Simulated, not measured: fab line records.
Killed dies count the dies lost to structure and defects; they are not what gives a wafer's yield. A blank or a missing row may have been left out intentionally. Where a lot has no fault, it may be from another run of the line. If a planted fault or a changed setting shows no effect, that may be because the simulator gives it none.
fab line records	flow gf180mcu
record: lots: 24	wafers: 72	last-day: 34
route steps=602 shown V1@357 M2@363 V4@498 V5@561 TOP_METAL@573
lots untouched by any fault: they come from a run of this same line in which no faults occurred
start-h: the number of hours between the record's first day and the start of the first shown wafer of the lot	wait-h: hours since the lot's step before	" identical to the entry in the row above	L1.1+2: one row covering several wafers at once	- no value, or no start given	* or withheld: withheld	< > ~ a bound
route shown NAME@n: a module of which the file shows steps, and the number in the route of the first	usual: mean and standard deviation over wafers with no fault	same: alike in all rows	chamber/n: place in a boat	sites: per-site readings	_std_site: their standard deviation	_edge_site: outer sites' mean less inner sites'	radius-mm: how far each site lies from the wafer's centre	mask NAME#n: copy n	behind: the most recent tool/chamber to have shaped the wafer	hold: why the lot went on hold/how many hours it stayed there/how the hold came to an end	device: the transistor (n, p or np) that didn't switch	end of line: tests run on the same wafers once the route is complete	for a step that has no rows: nothing shown but its recipe	killed: dies that structure and defects cost at the first sort, which is not the same as the wafer's yield	map: dies across one wafer; x = killed, . = not, _ = none there
set.NAME: setting as actually run; set.NAME@STEP: the setting as run at that earlier step	model.NAME: the simulator's own value behind a step, which no gauge read
route steps across a sampled set of lots; one table per step, one row per wafer
services: a tool's chamber out of use, with start hour (start-h, from the record's first day; less than 0 if before it), hours out, and reason
== steps ==
step: GF_V1_SPUTTER_22
recipe: material: TiN	target-thk-nm: 10	chamber-pressure-pa: 5	power-w: 4000	time-s: 40
usual: cathode-dc-power-W: 4000.1/0.71	chamber-pressure-pa: 5.000/0.01	throttle-valve-pct: 30.8/0.92
lot.wafer	tool	chamber	start-h	wait-h	cathode-dc-power-W	chamber-pressure-pa	throttle-valve-pct
L074.3	pvd-sputter-02	-	416.08	0.0	4000.5	4.993	29.9
L074.4	"	-	"	"	3999.6	4.991	30.4
L074.5	"	-	"	"	4000.5	4.992	30.7
L075.2	pvd-sputter-01	-	419.23	0.0	4000.3	5.014	33.0
L075.3	"	-	"	"	3999.8	4.984	30.3
L075.6	"	-	"	"	3998.8	5.006	30.1
L076.1	pvd-sputter-02	-	429.99	0.0	3999.8	5.009	31.2
L076.5	"	-	"	"	4000.2	5.005	30.0
L076.6	"	-	"	"	4001.3	5.020	31.3
L077.2	pvd-sputter-04	-	437.98	0.0	3999.1	4.993	29.6
L077.3	"	-	"	"	4000.4	5.004	31.2
L077.4	"	-	"	"	3999.6	4.984	31.1
L078.1	pvd-sputter-02	-	446.06	0.0	4000.9	5.007	30.5
L078.4	"	-	"	"	3999.6	5.012	31.1
L078.5	"	-	"	"	4000.1	5.015	30.2
L079.2	pvd-sputter-01	-	456.38	0.0	3999.0	4.999	30.4
L079.3	"	-	"	"	4000.1	5.018	30.0
L079.5	"	-	"	"	4000.1	5.012	29.9
L080.1	pvd-sputter-02	-	466.61	0.0	4001.1	4.995	30.1
L080.2	"	-	"	"	4000.4	5.000	30.1
L080.3	"	-	"	"	4001.3	4.991	31.2
L081.1	pvd-sputter-01	-	479.48	0.0	3998.6	4.996	33.1
L081.2	"	-	"	"	3999.8	5.008	31.3
L081.6	"	-	"	"	4000.1	5.013	31.6
L082.1	pvd-sputter-02	-	487.39	0.0	4000.3	5.000	31.3
L082.2	"	-	"	"	3999.4	4.996	30.5
L082.6	"	-	"	"	3999.8	4.995	30.1
L083.1	pvd-sputter-01	-	496.64	0.0	4000.2	5.007	30.2
L083.2	"	-	"	"	3999.6	4.980	33.1
L083.3	"	-	"	"	4001.1	5.011	31.0
L084.1	pvd-sputter-01	-	506.39	0.0	4001.2	5.012	30.0
L084.3	"	-	"	"	4001.5	5.010	32.9
L084.4	"	-	"	"	4000.3	5.006	30.4
L085.3	pvd-sputter-01	-	510.52	0.0	3999.7	5.008	29.8
L085.4	"	-	"	"	3999.6	5.000	31.0
L085.6	"	-	"	"	4001.5	4.998	30.2
L086.1	pvd-sputter-01	-	524.28	0.0	4000.4	5.001	31.1
L086.4	"	-	"	"	3999.5	4.982	33.3
L086.5	"	-	"	"	4000.1	4.992	30.3
L087.3	pvd-sputter-02	-	526.13	0.0	3999.2	4.995	31.1
L087.4	"	-	"	"	4001.4	5.011	30.1
L087.6	"	-	"	"	4000.3	4.985	31.0
L088.1	pvd-sputter-01	-	553.18	0.0	4000.1	4.997	30.2
L088.4	"	-	"	"	4000.0	5.017	30.1
L088.5	"	-	"	"	3999.5	4.992	32.9
L090.1	pvd-sputter-04	-	563.68	0.0	4000.7	5.008	30.9
L090.4	"	-	"	"	4000.0	5.001	29.8
L090.5	"	-	"	"	3999.6	4.994	29.9
L089.3	pvd-sputter-04	-	564.39	0.0	4000.3	5.001	31.3
L089.4	"	-	"	"	4000.3	5.016	29.8
L089.5	"	-	"	"	4000.0	5.012	29.9
L091.2	pvd-sputter-02	-	566.18	0.0	4001.8	5.010	30.2
L091.5	"	-	"	"	3999.9	4.991	30.2
L091.6	"	-	"	"	4000.0	5.002	31.1
L092.2	pvd-sputter-01	-	569.09	0.0	3999.9	4.996	31.5
L092.5	"	-	"	"	3999.9	4.989	33.2
L092.6	"	-	"	"	4000.2	4.993	30.1
L093.2	pvd-sputter-04	-	573.17	0.0	4001.1	4.992	30.9
L093.5	"	-	"	"	3999.8	5.004	31.1
L093.6	"	-	"	"	4000.9	5.001	31.1
L094.1	pvd-sputter-04	-	592.98	0.0	4000.3	5.009	31.5
L094.2	"	-	"	"	4000.1	4.999	30.6
L094.5	"	-	"	"	4001.0	4.999	31.3
L095.1	pvd-sputter-04	-	598.93	0.0	4001.0	4.975	31.4
L095.2	"	-	"	"	3999.4	4.997	31.3
L095.4	"	-	"	"	4000.4	5.009	30.9
L096.2	pvd-sputter-01	-	607.92	0.0	4002.4	4.999	31.1
L096.3	"	-	"	"	4000.3	5.003	30.5
L096.6	"	-	"	"	3998.1	5.003	33.2
L097.1	pvd-sputter-02	-	616.22	0.0	3999.9	5.005	30.2
L097.2	"	-	"	"	3999.3	5.002	30.3
L097.5	"	-	"	"	4000.2	5.000	30.5
step: GF_M2_SPUTTER_01
recipe: material: TiN	target-thk-nm: 30	power-w: 6500	time-s: 25	chamber-pressure-pa: 0.4
usual: cathode-dc-power-W: 6500.0/1.1	chamber-pressure-pa: 0.4001/0.00077	throttle-valve-pct: 30.6/0.91
lot.wafer	tool	chamber	start-h	wait-h	cathode-dc-power-W	chamber-pressure-pa	throttle-valve-pct
L074.3	pvd-sputter-01	-	416.81	0.1	6500.1	0.3996	33.3
L074.4	"	-	"	"	6499.9	0.4001	30.3
L074.5	"	-	"	"	6498.8	0.3997	29.8
L075.2	pvd-sputter-04	-	419.96	0.1	6499.9	0.4002	29.7
L075.3	"	-	"	"	6498.3	0.4014	31.4
L075.6	"	-	"	"	6499.9	0.3995	31.4
L076.1	pvd-sputter-03	-	430.72	0.1	6502.1	0.3998	29.3
L076.5	"	-	"	"	6499.5	0.3991	29.9
L076.6	"	-	"	"	6500.4	0.4010	30.4
L077.2	pvd-sputter-01	-	438.71	0.1	6501.8	0.4005	30.3
L077.3	"	-	"	"	6501.1	0.3998	33.0
L077.4	"	-	"	"	6499.5	0.3995	29.8
L078.1	pvd-sputter-04	-	446.80	0.1	6500.7	0.4006	30.8
L078.4	"	-	"	"	6499.9	0.3993	29.7
L078.5	"	-	"	"	6497.9	0.4004	30.9
L079.2	pvd-sputter-04	-	457.13	0.1	6499.6	0.3994	30.7
L079.3	"	-	"	"	6499.4	0.3998	31.2
L079.5	"	-	"	"	6499.0	0.3995	31.0
L080.1	pvd-sputter-04	-	467.34	0.1	6499.0	0.4008	31.1
L080.2	"	-	"	"	6499.6	0.3988	31.3
L080.3	"	-	"	"	6503.0	0.3999	31.1
L081.1	pvd-sputter-04	-	480.22	0.1	6498.6	0.3990	31.3
L081.2	"	-	"	"	6499.7	0.3998	31.3
L081.6	"	-	"	"	6500.8	0.3985	31.1
L082.1	pvd-sputter-03	-	488.23	0.1	6500.9	0.3988	29.8
L082.2	"	-	"	"	6501.6	0.4002	29.5
L082.6	"	-	"	"	6500.9	0.3990	29.9
L083.1	pvd-sputter-04	-	497.48	0.1	6497.4	0.4003	31.1
L083.2	"	-	"	"	6498.8	0.3994	30.8
L083.3	"	-	"	"	6500.8	0.3999	31.0
L084.1	pvd-sputter-03	-	507.12	0.1	6501.7	0.3987	30.1
L084.3	"	-	"	"	6499.6	0.4001	30.3
L084.4	"	-	"	"	6500.4	0.3986	29.3
L085.3	pvd-sputter-03	-	511.26	0.1	6499.3	0.4010	29.3
L085.4	"	-	"	"	6500.8	0.4015	30.5
L085.6	"	-	"	"	6500.3	0.4001	30.2
L086.1	pvd-sputter-01	-	525.01	0.1	6499.4	0.3993	33.1
L086.4	"	-	"	"	6501.4	0.3996	31.2
L086.5	"	-	"	"	6499.2	0.4007	31.4
L087.3	pvd-sputter-04	-	526.87	0.1	6502.2	0.4022	29.7
L087.4	"	-	"	"	6499.6	0.4014	31.1
L087.6	"	-	"	"	6502.9	0.4005	31.3
L088.1	pvd-sputter-03	-	553.91	0.1	6501.3	0.3995	30.5
L088.4	"	-	"	"	6498.6	0.4003	30.4
L088.5	"	-	"	"	6499.0	0.4012	29.3
L090.1	pvd-sputter-01	-	564.41	0.1	6499.3	0.4003	33.1
L090.4	"	-	"	"	6498.7	0.4003	31.3
L090.5	"	-	"	"	6500.5	0.4004	32.9
L089.3	pvd-sputter-04	-	565.15	0.1	6498.8	0.4005	29.8
L089.4	"	-	"	"	6499.7	0.3992	31.1
L089.5	"	-	"	"	6499.8	0.3992	31.0
L091.2	pvd-sputter-03	-	566.91	0.1	6500.1	0.4012	30.1
L091.5	"	-	"	"	6499.1	0.4013	30.3
L091.6	"	-	"	"	6499.1	0.3994	29.6
L092.2	pvd-sputter-01	-	569.82	0.1	6499.1	0.4005	30.3
L092.5	"	-	"	"	6501.8	0.3997	30.2
L092.6	"	-	"	"	6499.5	0.4007	31.6
L093.2	pvd-sputter-01	-	576.30	0.1	6499.5	0.3997	31.3
L093.5	"	-	"	"	6499.8	0.4003	31.4
L093.6	"	-	"	"	6499.4	0.3989	30.1
L094.1	pvd-sputter-01	-	593.71	0.1	6500.0	0.4006	30.3
L094.2	"	-	"	"	6499.0	0.3995	33.0
L094.5	"	-	"	"	6498.3	0.4002	33.2
L095.1	pvd-sputter-03	-	599.88	0.1	6499.9	0.4010	30.0
L095.2	"	-	"	"	6497.8	0.3994	30.4
L095.4	"	-	"	"	6499.7	0.4002	29.5
L096.2	pvd-sputter-03	-	608.66	0.1	6499.8	0.4011	30.2
L096.3	"	-	"	"	6502.4	0.4002	30.4
L096.6	"	-	"	"	6500.0	0.3986	29.7
L097.1	pvd-sputter-03	-	616.96	0.1	6498.4	0.3996	30.3
L097.2	"	-	"	"	6499.7	0.3993	30.3
L097.5	"	-	"	"	6500.6	0.4004	29.9
step: GF_M2_SPUTTER_02
recipe: material: AlCu	target-thk-nm: 450	power-w: 10600	time-s: 23.9	chamber-pressure-pa: 0.4
usual: cathode-dc-power-W: 10600/1.9	chamber-pressure-pa: 0.4000/0.0008	throttle-valve-pct: 30.6/0.91
lot.wafer	tool	chamber	start-h	wait-h	cathode-dc-power-W	chamber-pressure-pa	throttle-valve-pct
L074.3	pvd-sputter-01	-	416.84	0.0	10603	0.3981	32.9
L074.4	"	-	"	"	10600	0.4002	30.3
L074.5	"	-	"	"	10601	0.3994	30.1
L075.2	pvd-sputter-04	-	419.99	0.0	10603	0.3995	29.9
L075.3	"	-	"	"	10599	0.4015	31.2
L075.6	"	-	"	"	10599	0.3992	30.8
L076.1	pvd-sputter-03	-	430.75	0.0	10598	0.3999	29.4
L076.5	"	-	"	"	10601	0.3997	29.9
L076.6	"	-	"	"	10603	0.3999	30.2
L077.2	pvd-sputter-01	-	438.74	0.0	10604	0.3995	30.3
L077.3	"	-	"	"	10597	0.4001	33.1
L077.4	"	-	"	"	10599	0.4002	30.0
L078.1	pvd-sputter-04	-	446.83	0.0	10598	0.3997	30.9
L078.4	"	-	"	"	10600	0.3993	29.7
L078.5	"	-	"	"	10600	0.4002	31.3
L079.2	pvd-sputter-04	-	457.16	0.0	10602	0.4004	30.9
L079.3	"	-	"	"	10600	0.4007	31.1
L079.5	"	-	"	"	10604	0.4009	30.9
L080.1	pvd-sputter-04	-	467.37	0.0	10599	0.4011	31.2
L080.2	"	-	"	"	10601	0.4006	31.2
L080.3	"	-	"	"	10597	0.4007	30.9
L081.1	pvd-sputter-04	-	480.25	0.0	10598	0.4010	31.3
L081.2	"	-	"	"	10601	0.3995	31.1
L081.6	"	-	"	"	10599	0.4021	31.0
L082.1	pvd-sputter-03	-	488.26	0.0	10603	0.3997	29.9
L082.2	"	-	"	"	10599	0.4004	29.4
L082.6	"	-	"	"	10600	0.3988	29.8
L083.1	pvd-sputter-04	-	497.51	0.0	10603	0.3996	30.9
L083.2	"	-	"	"	10601	0.4010	30.7
L083.3	"	-	"	"	10600	0.4002	31.3
L084.1	pvd-sputter-03	-	507.15	0.0	10600	0.4000	30.2
L084.3	"	-	"	"	10600	0.4009	30.6
L084.4	"	-	"	"	10601	0.3996	29.4
L085.3	pvd-sputter-03	-	511.29	0.0	10601	0.3998	29.3
L085.4	"	-	"	"	10600	0.3994	30.4
L085.6	"	-	"	"	10598	0.3989	30.0
L086.1	pvd-sputter-01	-	525.04	0.0	10602	0.4007	32.9
L086.4	"	-	"	"	10605	0.4004	31.6
L086.5	"	-	"	"	10599	0.3995	31.3
L087.3	pvd-sputter-04	-	526.90	0.0	10598	0.4001	29.6
L087.4	"	-	"	"	10602	0.4008	31.1
L087.6	"	-	"	"	10597	0.4007	31.3
L088.1	pvd-sputter-03	-	553.94	0.0	10600	0.4002	30.3
L088.4	"	-	"	"	10599	0.4010	30.2
L088.5	"	-	"	"	10600	0.4004	29.4
L090.1	pvd-sputter-01	-	564.45	0.0	10600	0.3989	33.2
L090.4	"	-	"	"	10599	0.4008	31.4
L090.5	"	-	"	"	10601	0.3999	33.4
L089.3	pvd-sputter-04	-	565.18	0.0	10598	0.3999	29.7
L089.4	"	-	"	"	10596	0.4015	31.0
L089.5	"	-	"	"	10600	0.4011	30.9
L091.2	pvd-sputter-03	-	566.94	0.0	10603	0.4018	30.0
L091.5	"	-	"	"	10599	0.4003	30.4
L091.6	"	-	"	"	10602	0.3998	29.4
L092.2	pvd-sputter-01	-	569.85	0.0	10601	0.3987	30.2
L092.5	"	-	"	"	10601	0.4008	30.0
L092.6	"	-	"	"	10601	0.3999	31.2
L093.2	pvd-sputter-01	-	576.33	0.0	10602	0.4004	31.2
L093.5	"	-	"	"	10599	0.4008	31.2
L093.6	"	-	"	"	10596	0.4015	29.8
L094.1	pvd-sputter-01	-	593.74	0.0	10599	0.4003	30.6
L094.2	"	-	"	"	10600	0.3981	33.0
L094.5	"	-	"	"	10597	0.4003	33.0
L095.1	pvd-sputter-03	-	599.91	0.0	10599	0.3996	30.1
L095.2	"	-	"	"	10601	0.4009	30.5
L095.4	"	-	"	"	10606	0.3995	29.4
L096.2	pvd-sputter-03	-	608.69	0.0	10597	0.4003	30.2
L096.3	"	-	"	"	10599	0.3993	30.4
L096.6	"	-	"	"	10599	0.3997	29.7
L097.1	pvd-sputter-03	-	616.99	0.0	10598	0.4008	30.6
L097.2	"	-	"	"	10600	0.3999	30.4
L097.5	"	-	"	"	10601	0.4010	30.0
step: GF_V4_SPUTTER_22
recipe: material: TiN	target-thk-nm: 10	chamber-pressure-pa: 5	power-w: 4000	time-s: 40
usual: cathode-dc-power-W: 4000.0/0.75	chamber-pressure-pa: 5.001/0.01	throttle-valve-pct: 30.5/0.92
lot.wafer	tool	chamber	start-h	wait-h	cathode-dc-power-W	chamber-pressure-pa	throttle-valve-pct
L074.3	pvd-sputter-02	-	568.43	0.0	3999.5	4.991	30.1
L074.4	"	-	"	"	4000.9	4.990	29.9
L074.5	"	-	"	"	4000.6	5.003	31.3
L075.2	pvd-sputter-03	-	571.57	0.0	4000.2	4.995	30.2
L075.3	"	-	"	"	4000.5	4.991	30.6
L075.6	"	-	"	"	4001.4	4.986	30.4
L076.1	pvd-sputter-03	-	580.33	0.0	4000.8	5.001	29.9
L076.5	"	-	"	"	3999.5	5.000	30.4
L076.6	"	-	"	"	4000.3	5.001	30.1
L077.2	pvd-sputter-03	-	585.28	0.0	3998.6	4.985	30.4
L077.3	"	-	"	"	4000.9	5.012	29.7
L077.4	"	-	"	"	4000.0	4.998	29.6
L078.1	pvd-sputter-02	-	597.03	0.0	4000.9	5.002	30.3
L078.4	"	-	"	"	4001.1	5.013	30.0
L078.5	"	-	"	"	4000.9	5.014	31.1
L079.2	pvd-sputter-01	-	604.33	0.0	3999.9	5.007	30.3
L079.3	"	-	"	"	3999.6	4.986	31.6
L079.5	"	-	"	"	3998.6	5.008	33.0
L080.1	pvd-sputter-02	-	613.14	0.0	4000.5	5.004	29.8
L080.2	"	-	"	"	4000.5	5.014	30.5
L080.3	"	-	"	"	3999.6	4.987	31.1
L081.1	pvd-sputter-03	-	623.58	0.0	4000.1	4.993	30.5
L081.2	"	-	"	"	3999.9	4.990	29.3
L081.6	"	-	"	"	3999.2	5.009	30.5
L082.1	pvd-sputter-01	-	629.34	0.0	4000.0	4.996	29.9
L082.2	"	-	"	"	4001.0	5.002	30.1
L082.6	"	-	"	"	3998.7	5.000	31.3
L083.1	pvd-sputter-01	-	637.89	0.0	3999.6	4.999	33.1
L083.2	"	-	"	"	4000.9	4.990	30.2
L083.3	"	-	"	"	3999.3	5.006	30.1
L084.1	pvd-sputter-03	-	646.28	0.0	4001.2	4.996	30.1
L084.3	"	-	"	"	3999.5	4.989	30.4
L084.4	"	-	"	"	3998.9	5.006	30.7
L085.3	pvd-sputter-02	-	650.13	0.0	4000.0	4.999	30.4
L085.4	"	-	"	"	3999.9	5.000	30.9
L085.6	"	-	"	"	3998.9	4.984	31.2
L086.1	pvd-sputter-01	-	663.62	0.0	4001.2	5.003	29.9
L086.4	"	-	"	"	3998.9	4.997	30.5
L086.5	"	-	"	"	3999.6	4.992	31.4
L087.3	pvd-sputter-03	-	663.96	0.0	4001.2	5.015	29.5
L087.4	"	-	"	"	3999.6	4.992	29.8
L087.6	"	-	"	"	4000.2	5.002	29.6
L088.1	pvd-sputter-03	-	687.17	0.0	4000.1	5.012	30.4
L088.4	"	-	"	"	4001.5	5.010	29.8
L088.5	"	-	"	"	4000.4	4.997	30.0
L090.1	pvd-sputter-03	-	693.32	0.0	3999.2	5.021	29.3
L090.4	"	-	"	"	4000.1	4.995	30.0
L090.5	"	-	"	"	4000.9	5.014	30.1
L089.3	pvd-sputter-03	-	695.08	0.0	4000.3	5.023	29.6
L089.4	"	-	"	"	3999.8	5.002	30.5
L089.5	"	-	"	"	3999.9	5.014	29.5
L091.2	pvd-sputter-01	-	696.45	0.0	4000.1	4.974	31.2
L091.5	"	-	"	"	4000.8	4.976	33.2
L091.6	"	-	"	"	3999.8	4.983	30.6
L092.2	pvd-sputter-03	-	698.59	0.0	4000.0	5.010	30.4
L092.5	"	-	"	"	4000.2	5.019	29.9
L092.6	"	-	"	"	3999.7	4.997	30.5
L093.2	pvd-sputter-01	-	703.43	0.0	3999.1	5.002	30.2
L093.5	"	-	"	"	4000.3	4.995	32.8
L093.6	"	-	"	"	3999.8	5.011	30.4
L094.1	pvd-sputter-02	-	719.07	0.0	4000.5	5.020	31.3
L094.2	"	-	"	"	4000.3	5.011	30.2
L094.5	"	-	"	"	3999.0	5.020	30.4
L095.1	pvd-sputter-02	-	725.27	0.0	3998.6	5.016	30.2
L095.2	"	-	"	"	4000.2	5.000	30.2
L095.4	"	-	"	"	3999.9	5.011	30.1
L096.2	pvd-sputter-03	-	731.51	0.0	3999.8	5.010	30.6
L096.3	"	-	"	"	3999.9	4.998	30.0
L096.6	"	-	"	"	3999.6	5.001	30.3
L097.1	pvd-sputter-03	-	739.47	0.0	4002.5	5.001	30.6
L097.2	"	-	"	"	4000.0	5.007	29.8
L097.5	"	-	"	"	4000.2	4.995	29.4
step: GF_V5_SPUTTER_21
recipe: material: Ti	target-thk-nm: 15	chamber-pressure-pa: 5	power-w: 2500	substrate-temp-c: 200	time-s: 80.02
usual: cathode-dc-power-W: 2500.0/0.42	chamber-pressure-pa: 5.001/0.011	throttle-valve-pct: 30.9/1
lot.wafer	tool	chamber	start-h	wait-h	cathode-dc-power-W	chamber-pressure-pa	throttle-valve-pct
L074.3	pvd-sputter-04	-	635.23	0.0	2499.9	5.003	31.2
L074.4	"	-	"	"	2500.1	5.002	30.0
L074.5	"	-	"	"	2500.7	4.999	31.0
L075.2	pvd-sputter-02	-	637.98	0.0	2499.6	5.020	31.2
L075.3	"	-	"	"	2500.4	5.008	30.6
L075.6	"	-	"	"	2499.4	5.005	31.2
L076.1	pvd-sputter-02	-	645.49	0.0	2500.3	5.011	30.4
L076.5	"	-	"	"	2499.5	4.998	31.6
L076.6	"	-	"	"	2499.8	4.987	30.2
L077.2	pvd-sputter-04	-	650.74	0.0	2500.0	5.014	29.9
L077.3	"	-	"	"	2500.1	4.986	31.0
L077.4	"	-	"	"	2500.1	4.985	31.0
L078.1	pvd-sputter-02	-	660.53	0.0	2499.7	4.994	30.1
L078.4	"	-	"	"	2500.4	4.999	30.3
L078.5	"	-	"	"	2500.0	4.994	31.0
L079.2	pvd-sputter-02	-	667.85	0.0	2499.8	4.999	30.1
L079.3	"	-	"	"	2499.8	5.002	31.3
L079.5	"	-	"	"	2500.2	4.990	30.0
L080.1	pvd-sputter-01	-	676.09	0.0	2498.9	4.987	30.3
L080.2	"	-	"	"	2500.2	4.978	30.1
L080.3	"	-	"	"	2499.3	5.021	31.3
L081.1	pvd-sputter-04	-	686.04	0.0	2500.1	5.017	31.0
L081.2	"	-	"	"	2499.5	5.012	30.9
L081.6	"	-	"	"	2499.9	4.989	31.0
L082.1	pvd-sputter-01	-	690.59	0.0	2500.5	5.001	30.4
L082.2	"	-	"	"	2500.6	5.018	33.0
L082.6	"	-	"	"	2499.9	4.996	33.2
L083.1	pvd-sputter-01	-	698.34	0.0	2500.5	5.015	31.1
L083.2	"	-	"	"	2500.0	5.009	30.3
L083.3	"	-	"	"	2499.2	4.995	30.2
L084.1	pvd-sputter-01	-	707.35	0.0	2499.5	5.002	32.8
L084.3	"	-	"	"	2500.3	4.999	31.3
L084.4	"	-	"	"	2499.5	5.001	30.0
L085.3	pvd-sputter-02	-	709.72	0.0	2500.5	5.018	31.5
L085.4	"	-	"	"	2500.3	5.004	30.5
L085.6	"	-	"	"	2500.3	4.999	30.0
L086.1	pvd-sputter-01	-	723.29	0.0	2500.1	5.004	30.4
L086.4	"	-	"	"	2500.3	4.978	33.3
L086.5	"	-	"	"	2500.1	5.003	30.4
L087.3	pvd-sputter-01	-	724.32	0.0	2499.9	4.988	31.3
L087.4	"	-	"	"	2499.8	4.987	33.2
L087.6	"	-	"	"	2500.1	5.009	32.9
L088.1	pvd-sputter-01	-	744.29	0.0	2500.3	4.994	33.3
L088.4	"	-	"	"	2499.9	5.015	30.2
L088.5	"	-	"	"	2500.6	5.015	33.5
L090.1	pvd-sputter-04	-	749.71	0.0	2499.7	5.009	29.7
L090.4	"	-	"	"	2500.7	4.984	31.3
L090.5	"	-	"	"	2500.6	5.016	29.9
L089.3	pvd-sputter-01	-	752.45	0.0	2499.6	5.010	29.9
L089.4	"	-	"	"	2500.0	4.986	33.1
L089.5	"	-	"	"	2499.5	4.992	31.2
L091.2	pvd-sputter-02	-	752.84	0.0	2499.7	5.015	30.7
L091.5	"	-	"	"	2500.3	5.008	30.4
L091.6	"	-	"	"	2499.8	5.016	30.1
L092.2	pvd-sputter-04	-	753.98	0.0	2500.5	5.001	31.1
L092.5	"	-	"	"	2500.4	4.993	31.1
L092.6	"	-	"	"	2500.3	5.000	31.5
L093.2	pvd-sputter-01	-	758.99	0.0	2499.2	4.997	30.6
L093.5	"	-	"	"	2500.2	4.990	31.4
L093.6	"	-	"	"	2500.3	5.010	33.3
L094.1	pvd-sputter-01	-	773.55	0.0	2499.4	4.978	30.5
L094.2	"	-	"	"	2500.3	4.987	33.0
L094.5	"	-	"	"	2499.7	4.983	30.3
L095.1	pvd-sputter-01	-	778.63	0.0	2501.0	5.003	29.9
L095.2	"	-	"	"	2499.5	5.001	33.2
L095.4	"	-	"	"	2499.5	5.021	30.5
L096.2	pvd-sputter-04	-	784.99	0.0	2500.1	5.005	29.6
L096.3	"	-	"	"	2500.0	5.001	30.9
L096.6	"	-	"	"	2500.0	4.993	29.6
L097.1	pvd-sputter-01	-	792.23	0.0	2500.0	5.004	29.9
L097.2	"	-	"	"	2500.2	5.007	30.1
L097.5	"	-	"	"	2500.2	5.007	31.2
step: GF_TOP_METAL_THK_MEAS_06
recipe: thk-meas-gauge: xrf	reads: AlCu_of_TOP_METAL_SPUTTER_02
usual: TOP_METAL_ALCU_THK: 891/9.8
lot.wafer	tool	chamber	start-h	wait-h	TOP_METAL_ALCU_THK[nm]
L074.3	film-metro-02	-	636.29	0.1	903
L074.4	"	-	"	"	905
L074.5	"	-	"	"	896
L075.2	film-metro-02	-	639.17	0.1	891
L075.3	"	-	"	"	907
L075.6	"	-	"	"	890
L076.1	film-metro-04	-	646.52	0.1	900
L076.5	"	-	"	"	883
L076.6	"	-	"	"	897
L077.2	film-metro-03	-	651.79	0.1	877
L077.3	"	-	"	"	880
L077.4	"	-	"	"	888
L078.1	film-metro-04	-	661.57	0.1	893
L078.4	"	-	"	"	889
L078.5	"	-	"	"	886
L079.2	film-metro-03	-	668.89	0.1	878
L079.3	"	-	"	"	887
L079.5	"	-	"	"	882
L080.1	film-metro-03	-	677.12	0.1	891
L080.2	"	-	"	"	890
L080.3	"	-	"	"	900
L081.1	film-metro-03	-	687.08	0.1	891
L081.2	"	-	"	"	895
L081.6	"	-	"	"	899
L082.1	film-metro-03	-	691.63	0.1	890
L082.2	"	-	"	"	897
L082.6	"	-	"	"	889
L083.1	film-metro-04	-	699.38	0.1	887
L083.2	"	-	"	"	889
L083.3	"	-	"	"	890
L084.1	film-metro-03	-	708.38	0.1	880
L084.3	"	-	"	"	889
L084.4	"	-	"	"	893
L085.3	film-metro-02	-	710.88	0.1	909
L085.4	"	-	"	"	909
L085.6	"	-	"	"	905
L086.1	film-metro-02	-	724.32	0.1	897
L086.4	"	-	"	"	903
L086.5	"	-	"	"	907
L087.3	film-metro-03	-	725.37	0.1	879
L087.4	"	-	"	"	882
L087.6	"	-	"	"	876
L088.1	film-metro-03	-	745.57	0.1	902
L088.4	"	-	"	"	892
L088.5	"	-	"	"	895
L090.1	film-metro-03	-	750.83	0.1	895
L090.4	"	-	"	"	894
L090.5	"	-	"	"	894
L089.3	film-metro-02	-	753.59	0.1	895
L089.4	"	-	"	"	890
L089.5	"	-	"	"	887
L091.2	film-metro-04	-	753.88	0.1	881
L091.5	"	-	"	"	885
L091.6	"	-	"	"	886
L092.2	film-metro-04	-	755.02	0.1	883
L092.5	"	-	"	"	886
L092.6	"	-	"	"	878
L093.2	film-metro-02	-	760.03	0.1	903
L093.5	"	-	"	"	901
L093.6	"	-	"	"	906
L094.1	film-metro-04	-	774.58	0.1	894
L094.2	"	-	"	"	889
L094.5	"	-	"	"	888
L095.1	film-metro-04	-	779.67	0.1	874
L095.2	"	-	"	"	873
L095.4	"	-	"	"	869
L096.2	film-metro-03	-	786.03	0.1	911
L096.3	"	-	"	"	915
L096.6	"	-	"	"	904
L097.1	film-metro-02	-	793.29	0.1	882
L097.2	"	-	"	"	897
L097.5	"	-	"	"	888
== services ==
tool	chamber	start-h	hours	kind
pvd-sputter-01	-	419.55	6.0	repair
pvd-sputter-03	0	430.84	-	consumable-replace:kit
pvd-sputter-03	0	430.84	18.0	scheduled-down
pvd-sputter-03	0	430.84	18.0	vent-cycle
pvd-sputter-03	-	448.92	6.1	repair
pvd-sputter-02	-	503.50	1.7	repair
pvd-sputter-03	-	556.36	9.2	repair
pvd-sputter-02	-	580.93	1.2	repair
pvd-sputter-02	-	587.65	4.8	repair
pvd-sputter-04	-	591.21	1.6	repair
pvd-sputter-01	3	636.15	-	consumable-replace:kit
pvd-sputter-01	3	636.15	18.0	scheduled-down
pvd-sputter-01	3	636.15	18.0	vent-cycle
pvd-sputter-03	-	641.55	0.9	repair
pvd-sputter-01	-	646.98	1.1	repair
pvd-sputter-03	3	650.98	-	consumable-replace:kit
pvd-sputter-03	3	650.98	18.0	scheduled-down
pvd-sputter-03	3	650.98	18.0	vent-cycle
pvd-sputter-04	-	675.06	1.9	repair
pvd-sputter-02	-	682.56	1.1	repair
pvd-sputter-04	-	706.26	13.1	repair
pvd-sputter-01	-	727.03	3.5	repair
pvd-sputter-01	-	730.87	1.7	repair
pvd-sputter-03	2	757.27	-	consumable-replace:kit
== key ==
fault none
